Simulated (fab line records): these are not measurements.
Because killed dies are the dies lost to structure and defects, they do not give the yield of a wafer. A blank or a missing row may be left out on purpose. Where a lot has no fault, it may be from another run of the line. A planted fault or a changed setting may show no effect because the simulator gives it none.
Which tool is to blame? ; flow sky130 ; 6 lots with 18 wafers sampled at 2 steps, on a route of 708 steps

WHAT THE GAUGES READ, wafer by wafer
SKY_PWDE_TW_MEAS_10.
lot;measured;on;PWDE_TW
L101;day 4 01:22;film_metro-03;374.0 373.9 375.7
L108;day 5 17:01;film_metro-03;405.3 406.4 404.9
L114;day 7 02:28;film_metro-03;375.1 376.0 376.2
L117;day 7 18:25;film_metro-03;375.8 377.0 379.0
L119;day 8 05:52;film_metro-01;372.8 375.4 374.7
L122;day 9 06:07;film_metro-01;376.3 375.0 374.8

WHAT TOOL EACH LOT RAN ON (gives the tool, then ch and the chambers of the sampled wafers, and finally the start)
lot;SKY_PWDE_IMPLANT_08
L101;implanter-01 ch 0, day 4 01:07
L108;implanter-01 ch 0, day 5 16:48
L114;implanter-04 ch 0, day 7 02:13
L117;implanter-04 ch 0, day 7 18:10
L119;implanter-04 ch 0, day 8 05:37
L122;implanter-04 ch 0, day 9 05:54
- SKY_PWDE_IMPLANT_08

THE ANSWER, worked out from the rows above alone
Rule: the usual values come from the lots themselves. The widest of any qualifying gaps counts: lots, ordered by their means at a reading, are off when they make up no more than a third of the lots, leave a main group of 4 or more, and stand apart from it by 3 or more times the standard deviation of that group's means. Not used: any main group whose means are identical at the precision the tables above print for the reading. Also off: a lot with no number at a reading for which 4 or more lots have one. The other lots that the step has rows for count as sound.
Off: at SKY_PWDE_TW_MEAS_10 (PWDE_TW), L108. The main group has a mean of 375.4 with a standard deviation of 1.1.
If a tool, at a process step before that reading, ran all the lots that are off and no sound lot after the first of them, it fits. Those tools and the gauges at SKY_PWDE_TW_MEAS_10 are tried in the same way. One candidate fits, namely implanter-01 at SKY_PWDE_IMPLANT_08. A fault onset in the window from L101 (day 4 01:07, its last sound lot) to L108 (day 5 16:48, its first lot off) fits.

WHAT THE SIMULATOR HAD PUT IN
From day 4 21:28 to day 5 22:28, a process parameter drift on implanter-01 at SKY_PWDE_IMPLANT_08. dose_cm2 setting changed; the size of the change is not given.
Lots struck among those shown: L108. The same result came from the rule above.
